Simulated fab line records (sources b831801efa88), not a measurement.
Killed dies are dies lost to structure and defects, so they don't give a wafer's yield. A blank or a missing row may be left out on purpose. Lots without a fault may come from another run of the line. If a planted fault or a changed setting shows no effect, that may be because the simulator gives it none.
The tool behind it: which one?	flow gf180mcu	Sampling: 14 lots, 42 wafers, 5 of 602 route steps

WHAT EACH GAUGE READ, for each wafer
GF_VT_IMPLANT_OVL_MEAS_07. Usual: VT_IMPLANT_OVL typically reads 0.8 nm, with standard deviation 2.
lot	measured	on	VT_IMPLANT_OVL (nm)	flag
L234	day 5 15:34	overlay-01	-2.9 -2.6 -2.9	
L235	day 5 20:56	overlay-02	-0.9 -0.5 -1.5	
L236	day 6 07:19	overlay-01	-1.4 -0.5 -0.4	
L240	day 7 07:43	overlay-01	4.1 5.0 2.4	
L241	day 7 10:34	overlay-02	-0.2 -0.9 -0.4	
L242	day 7 16:41	overlay-02	0.0 0.3 0.4	
L244	day 8 05:01	overlay-02	1.4 1.1 1.5	
L247	day 8 22:32	overlay-01	3.3 3.9 2.0	
L251	day 10 00:22	overlay-01	0.1 0.1 -0.6	
L252	day 10 10:05	overlay-02	-1.5 -0.8 -0.4	
L253	day 10 16:22	overlay-02	-1.4 0.3 0.2	
L255	day 11 01:08	overlay-02	2.6 2.3 1.8	
L256	day 11 10:11	overlay-02	-0.5 0.6 -0.2	
L257	day 11 19:35	overlay-01	1.1 0.8 1.3	

GF_VT_IMPLANT_TW_MEAS_10. Usual: VT_IMPLANT_TW typically reads 564.7, with standard deviation 2.7.
lot	measured	on	VT_IMPLANT_TW	flag
L234	day 5 15:52	filmMetro-02	560.6 563.2 564.5	
L235	day 5 21:14	filmMetro-04	566.7 563.3 568.7	
L236	day 6 07:36	filmMetro-04	569.6 566.1 570.3	
L240	day 7 08:01	filmMetro-04	569.2 567.4 569.6	
L241	day 7 10:51	filmMetro-03	561.7 566.4 563.5	
L242	day 7 16:59	filmMetro-04	568.0 570.6 567.4	
L244	day 8 05:18	filmMetro-02	560.7 564.8 562.9	
L247	day 8 22:49	filmMetro-04	567.0 561.0 561.3	
L251	day 10 00:40	filmMetro-04	568.0 563.4 568.4	
L252	day 10 10:22	filmMetro-03	561.3 564.4 565.3	
L253	day 10 16:39	filmMetro-03	563.5 563.2 563.2	
L255	day 11 01:25	filmMetro-03	563.3 567.1 562.6	
L256	day 11 10:28	filmMetro-03	563.2 564.5 563.4	
L257	day 11 19:52	filmMetro-04	567.4 567.6 566.0	

GF_POLY_GATE_CD_MEAS_10: target cd 280 nm. Usual: cdNm 280.4 nm, standard deviation 1.3.
lot	measured	on	cdNm (nm)	flag
L234	day 9 04:35	cdSem-02	280.3 281.0 279.3	
L235	day 9 11:24	cdSem-02	282.2 282.6 281.6	
L236	day 10 02:01	cdSem-02	280.1 279.7 279.8	
L240	day 11 04:17	cdSem-02	279.2 279.0 279.2	
L241	day 11 08:25	cdSem-02	277.8 279.6 278.9	
L242	day 11 13:10	cdSem-02	311.3 310.6 309.6	OFF
L244	day 12 06:36	cdSem-02	310.8 308.7 309.5	OFF
L247	day 13 02:18	cdSem-01	281.8 280.5 280.2	
L251	day 14 08:34	cdSem-02	280.4 280.6 280.4	
L252	day 14 18:48	cdSem-02	279.0 277.8 278.5	
L253	day 15 04:09	cdSem-02	280.3 280.4 280.4	
L255	day 15 12:59	cdSem-02	282.2 281.1 280.8	
L256	day 16 03:11	cdSem-01	277.1 277.6 277.0	
L257	day 16 12:56	cdSem-01	280.2 281.7 280.7	

GF_POLY_GATE_THK_MEAS_17. Usual: POLY_GATE_OXIDATION_THK typically reads 3.99 nm, with standard deviation 0.088.
lot	measured	on	POLY_GATE_OXIDATION_THK (nm)	flag
L234	day 9 07:04	filmMetro-01	3.95 3.98 3.89	
L235	day 9 13:41	filmMetro-01	4.07 4.09 4.10	
L236	day 10 03:40	filmMetro-03	4.14 4.11 4.09	
L240	day 11 05:59	filmMetro-04	3.96 3.91 3.94	
L241	day 11 11:09	filmMetro-04	3.92 3.92 4.03	
L242	day 11 14:49	filmMetro-01	3.98 3.94 3.98	
L244	day 12 08:46	filmMetro-04	3.93 4.09 3.92	
L247	day 13 05:48	filmMetro-04	3.94 4.05 3.94	
L251	day 14 11:34	filmMetro-01	3.91 3.90 4.00	
L252	day 14 22:53	filmMetro-04	4.07 4.04 4.03	
L253	day 15 09:19	filmMetro-01	3.91 3.97 3.90	
L255	day 15 16:29	filmMetro-01	3.89 4.07 3.94	
L256	day 16 04:50	filmMetro-04	3.93 3.98 3.92	
L257	day 16 14:35	filmMetro-01	3.96 3.95 3.95	

WHAT TOOL EACH LOT RAN ON (gives the tool, then ch and the chambers of the sampled wafers, and finally the start)
lot	GF_POLY_GATE_SOFTBAKE_06
L234	lithoTrack-04 ch 0, day 8 20:00
L235	lithoTrack-03 ch 0, day 9 02:00
L236	lithoTrack-01 ch 0, day 9 17:00
L240	lithoTrack-04 ch 0, day 10 18:00
L241	lithoTrack-01 ch 0, day 10 22:00
L242	lithoTrack-01 ch 0, day 11 04:00
L244	lithoTrack-01 ch 0, day 11 20:00
L247	lithoTrack-04 ch 0, day 12 15:00
L251	lithoTrack-03 ch 0, day 13 22:00
L252	lithoTrack-01 ch 0, day 14 08:00
L253	lithoTrack-04 ch 0, day 14 16:00
L255	lithoTrack-03 ch 0, day 15 02:00
L256	lithoTrack-03 ch 0, day 15 16:00
L257	lithoTrack-03 ch 0, day 16 01:00
- GF_POLY_GATE_SOFTBAKE_06: time 60 s.

WHAT THE TOOLS THEMSELVES READ (means of the sampled wafers that have a number; where no wafer has one, the mark that the record gives instead)
GF_POLY_GATE_SOFTBAKE_06. Usual: heaterPowerTotalW 93.05 W, standard deviation 0.054; plateTempC 130.00 C, standard deviation 0.12.
lot	tool	heaterPowerTotalW (W)	plateTempC (C)	flag
L234	lithoTrack-04	93.00	130.07	
L235	lithoTrack-03	93.03	130.03	
L236	lithoTrack-01	93.12	129.97	
L240	lithoTrack-04	93.06	130.13	
L241	lithoTrack-01	93.04	129.83	
L242	lithoTrack-01	76.88	112.48	OFF
L244	lithoTrack-01	76.91	112.57	OFF
L247	lithoTrack-04	93.04	129.80	
L251	lithoTrack-03	93.03	129.98	
L252	lithoTrack-01	93.07	129.93	
L253	lithoTrack-04	93.04	130.15	
L255	lithoTrack-03	93.05	129.85	
L256	lithoTrack-03	93.08	130.06	
L257	lithoTrack-03	93.09	129.93	

THE ANSWER, worked out from the rows above alone
Rule: lot off if the mean of its wafers having a number is beyond 3 standard deviations from the usual mean. Also off: a lot with no number at a reading for which 4 or more lots have one. Any other lot the step has rows for is counted as sound. Order of review: gauges by route order, followed by the tools' own readings, for which a lot's mean as printed above is used. The first step at which some lot is off is used, and at that step the reading that is off furthest; a lot without a number counts as furthest.
Off at GF_POLY_GATE_CD_MEAS_10 (cdNm): L242, L244.
If a tool, at a process step before that reading, ran all the lots that are off and no sound lot after the first of them, it fits. Not tried: the gauges at GF_POLY_GATE_CD_MEAS_10; whatever is off there is also off at GF_POLY_GATE_SOFTBAKE_06, on other tools, and gauge error can't account for it. No candidate that was tried fits.

WHAT THE SIMULATOR HAD PUT IN
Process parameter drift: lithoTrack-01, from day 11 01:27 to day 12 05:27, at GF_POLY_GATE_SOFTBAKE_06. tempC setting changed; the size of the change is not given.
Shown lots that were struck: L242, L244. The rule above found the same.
